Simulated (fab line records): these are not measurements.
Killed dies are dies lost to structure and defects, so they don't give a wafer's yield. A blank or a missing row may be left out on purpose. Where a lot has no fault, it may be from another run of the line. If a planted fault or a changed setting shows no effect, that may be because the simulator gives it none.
Comparing a struck lot with a sound one ; flow gf180mcu ; 18 out of 602 route steps
Sound: these wafers, L254.2, L254.3, L254.4. Wafers struck: L245.2, L245.5, L245.6. The cause is given at the end.
Per side, at each step with rows, come the tool, then ch with its chambers, and then its first start. Under that, the readings that differ: sound wafers ; struck wafers ; difference of the means ; sigmas: that difference in standard deviations of wafers without a fault.
alike: a reading whose means differ by less than 2 such deviations, as well as words and numbers matching on both sides. not compared: withheld readings; readings where some wafer has no value; bounds like >300 that might hide an equal value; numbers whose values overlap and for which the record gives no deviation.
A row with sigmas, a row that says differs or no value, or rows on one side alone: a step with any of these is where the two part. When numbers do not overlap yet have no deviation, they are printed without sigmas and do not part them. A reading missing from all wafers of one side parts the sides only when that side holds two or more wafers.

first, 1 step without rows for these wafers: GF_V2_EXPOSE_11 (exposes mask Via2, target cd 260 nm).
GF_V2_PEB_12: peb time 92.47 s.
  sound: litho-track-04 ch 0; struck: litho-track-02 ch 0
  alike: chill-plate-temp-C, plate-sensor-t-centre-C, plate-sensor-t-edge-C
then, 1 step without rows for these wafers: GF_V2_DEVELOP_13 (develop time 60 s).
GF_V2_CD_MEAS_14 targets a cd of 260 nm.
  sound: cd-sem-02 at day 26 20:11; struck: cd-sem-01 at day 24 04:05
  alike: cd-nm
GF_V2_OVL_MEAS_15:
  sound: overlay-01 at day 26 20:17; struck: overlay-02 at day 24 04:11
  alike: V2_OVL
then, 1 step without rows for these wafers: GF_V2_ETCH_16 (etches BARC in N2/H2).
GF_V2_ETCH_17: etches SiO2 in C4F8/O2/Ar, stops on TiN, target depth 630 nm.
  sound: rie-diel-02 ch 1,3; struck: rie-diel-03 ch 2,3
  alike: chamber-pressure-mTorr, oes-product-au
GF_V2_STRIP_18: strips in O2/N2.
  sound on plasma-asher-03 ch 0,1, day 26 20:26; struck on plasma-asher-01 ch 0,1, day 24 04:20
  alike: chamber-pressure-mTorr, drypump-motor-current-A, heater-power-w, oes-product-au
  not compared: rf-hours-counter-h
then, 2 steps without rows for these wafers: GF_V2_STRIP_19 (strips in post etch residue remover, time 1200 s); GF_V2_CLEAN_20 (cleans in DIW).
GF_V2_SPUTTER_21: material Ti, target thk 15 nm, time 80.02 s.
  sound: pvd-sputter-03 at day 26 21:01; struck: pvd-sputter-03 at day 24 04:53
  alike: throttle-valve-pct
GF_V2_SPUTTER_22: material TiN, target thk 10 nm, time 40 s.
  sound: pvd-sputter-03 at day 26 21:05; struck: pvd-sputter-03 at day 24 04:58
  alike: throttle-valve-pct
GF_V2_CVD_23: deposits W, target thk 350 nm, time 104.94 s.
  sound on cvd-w-02 ch 0,1, day 26 21:07; struck on cvd-w-01 ch 0,1, day 24 04:59
reading;sound;struck;difference;sigmas
model.W_of_V2_CVD_23.thk-nm (nm);354.7 359.3 360.1;224.1 220.3 228.6;-133.7;
  alike: heater-power-w, susceptor-temp-C
GF_V2_RS_MEAS_24: measurement is done with a four-point probe.
  sound: film-metro-04 at day 26 21:15; struck: film-metro-01 at day 24 05:08
reading;sound;struck;difference;sigmas
V2_W_RS (ohm/sq);0.323 0.318 0.318;0.513 0.522 0.503;+0.193;+39
GF_V2_THK_MEAS_25: measures by xrf.
  sound: film-metro-04 at day 26 21:22; struck: film-metro-01 at day 24 05:14
reading;sound;struck;difference;sigmas
V2_W_THK (nm);365 368 368;222 219 226;-145;-22
GF_V2_CMP_26: polishes, stops on SiO2, t overpolish 15 s, target thk 0 nm.
  sound on cmp-01 ch 1,2,3, day 26 21:37; struck on cmp-01 ch 2,3, day 24 05:31
reading;sound;struck;difference;sigmas
time-to-endpoint-s (s);87 87 81;57 52 56;-30;-9
  alike: edge-zone-pressure-frac, motor-current-A
then, 2 steps without rows for these wafers: GF_M3_SPUTTER_00 (material Ti, target thk 37.5 nm, time 150 s); GF_PASSIVATION_PROBE_99.

WHERE THEY PART
At GF_V2_RS_MEAS_24 first; at GF_V2_CMP_26 last (within this record only).

WHY: what had been put in by the simulator
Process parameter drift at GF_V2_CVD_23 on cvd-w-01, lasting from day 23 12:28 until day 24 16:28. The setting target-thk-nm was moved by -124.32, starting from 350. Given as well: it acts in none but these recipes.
